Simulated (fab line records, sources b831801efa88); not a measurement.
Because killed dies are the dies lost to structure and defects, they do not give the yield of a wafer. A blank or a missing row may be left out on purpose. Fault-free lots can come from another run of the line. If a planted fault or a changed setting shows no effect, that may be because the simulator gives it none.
Check of tool commonality | flow sky130 | 11 lots and 39 wafers in the sample

== WHY THIS WAS OPENED ==
At SKY_VIA1_RS_MEAS_22 the reading VIA1_W_RS is flagged on 2 of 11 lots. Wafers without a fault read 0.425 ohm/sq, standard deviation 0.008.
Rule: flag the lot when none of its wafers has a number, or when each of its wafers that has one lies beyond 4 standard deviations from that mean. The rest of the lots are taken to be sound.

lot  | measured     | on           | VIA1_W_RS (ohm/sq), wafer by wafer  | flag
L179 | day 35 03:40 | filmMetro-04 | 0.429 0.428 0.432                   | 
L180 | day 35 06:44 | filmMetro-02 | 0.426 0.425 0.437                   | 
L182 | day 35 20:00 | filmMetro-04 | 0.429 0.429 0.413                   | 
L184 | day 36 15:14 | filmMetro-03 | 0.421 0.425 0.413                   | 
L186 | day 37 03:40 | filmMetro-04 | 0.420 0.436 0.414                   | 
L187 | day 37 05:52 | filmMetro-03 | 0.414 0.416 0.431                   | 
L191 | day 38 08:08 | filmMetro-03 | 0.370 0.359 0.368 0.370 0.359 0.368 | FLAGGED
L192 | day 39 05:18 | filmMetro-03 | 0.372 0.357 0.358 0.373 0.357 0.359 | FLAGGED
L197 | day 41 04:32 | filmMetro-03 | 0.432 0.421 0.424                   | 
L198 | day 41 10:09 | filmMetro-03 | 0.433 0.425 0.438                   | 
L202 | day 41 21:23 | filmMetro-03 | 0.429 0.433 0.434                   | 
The numbers of the flagged lots are 0.364 ohm/sq on average: -0.061 ohm/sq against the usual, or -8 standard deviations.

== WHICH TOOL RAN EACH LOT ==
The record holds 1 process step before the reading, out of a route of 708 steps. Read each cell as the tool, then ch plus the chambers that the sampled wafers visited, then the start.
lot  | flag    | SKY_VIA1_CVD_21
L179 |         | cvdW-01 ch 0,1, day 35 03:34
L180 |         | cvdW-01 ch 0,1, day 35 06:39
L182 |         | cvdW-02 ch 0,1, day 35 19:55
L184 |         | cvdW-02 ch 0,1, day 36 15:08
L186 |         | cvdW-02 ch 0,1, day 37 03:34
L187 |         | cvdW-02 ch 0,1, day 37 05:46
L191 | FLAGGED | cvdW-02 ch 0,1, day 38 08:02
L192 | FLAGGED | cvdW-02 ch 0,1, day 39 05:13
L197 |         | cvdW-01 ch 0,1, day 41 04:26
L198 |         | cvdW-01 ch 0,1, day 41 10:04
L202 |         | cvdW-01 ch 0,1, day 41 21:17
What these steps do:
- SKY_VIA1_CVD_21: deposits W, target thk 270 nm, time 80.902 s.
- SKY_VIA1_RS_MEAS_22: measures by four-point-probe.

== FLAGGED OVER TOTAL, TOOL BY TOOL (the gauges that took the reading come last) ==
step                | tool         | lots run | flagged | share of the flagged lots | sound lots run after its first flagged lot
SKY_VIA1_CVD_21     | cvdW-01      | 5        | 0       | none                      | -
SKY_VIA1_CVD_21     | cvdW-02      | 6        | 2       | all                       | 0
SKY_VIA1_RS_MEAS_22 | filmMetro-02 | 1        | 0       | none                      | -
SKY_VIA1_RS_MEAS_22 | filmMetro-03 | 7        | 2       | all                       | 3 (L197,L198,L202)
SKY_VIA1_RS_MEAS_22 | filmMetro-04 | 3        | 0       | none                      | -

== WHAT IS ALLOWED BY THE TABLE ==
Rows of the table that ran all the flagged lots, 2 in number: cvdW-02 at SKY_VIA1_CVD_21; filmMetro-03 at SKY_VIA1_RS_MEAS_22.
- cvdW-02 at SKY_VIA1_CVD_21 ran 6 lots, 2 of them flagged. Last sound lot L187 at day 37 05:46, first flagged lot L191 at day 38 08:02; a fault beginning in between fits. Its own readings lie more than 4 standard deviations out on every wafer of the flagged lots: chamberPressureTorr.
- filmMetro-03 at SKY_VIA1_RS_MEAS_22 ran 7 lots, 2 of them flagged. After the first flagged lot (L197, L198, L202), sound lots still ran on it; a lasting fault on the whole tool would not permit that.
cvdW-02 at SKY_VIA1_CVD_21 is the single tool remaining.

== WHAT WAS PUT IN BY THE SIMULATOR ==
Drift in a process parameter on cvdW-02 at SKY_VIA1_CVD_21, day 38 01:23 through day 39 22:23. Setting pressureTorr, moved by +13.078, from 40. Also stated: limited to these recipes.
Struck lots among those shown: L191, L192. The rule given above showed the same thing.
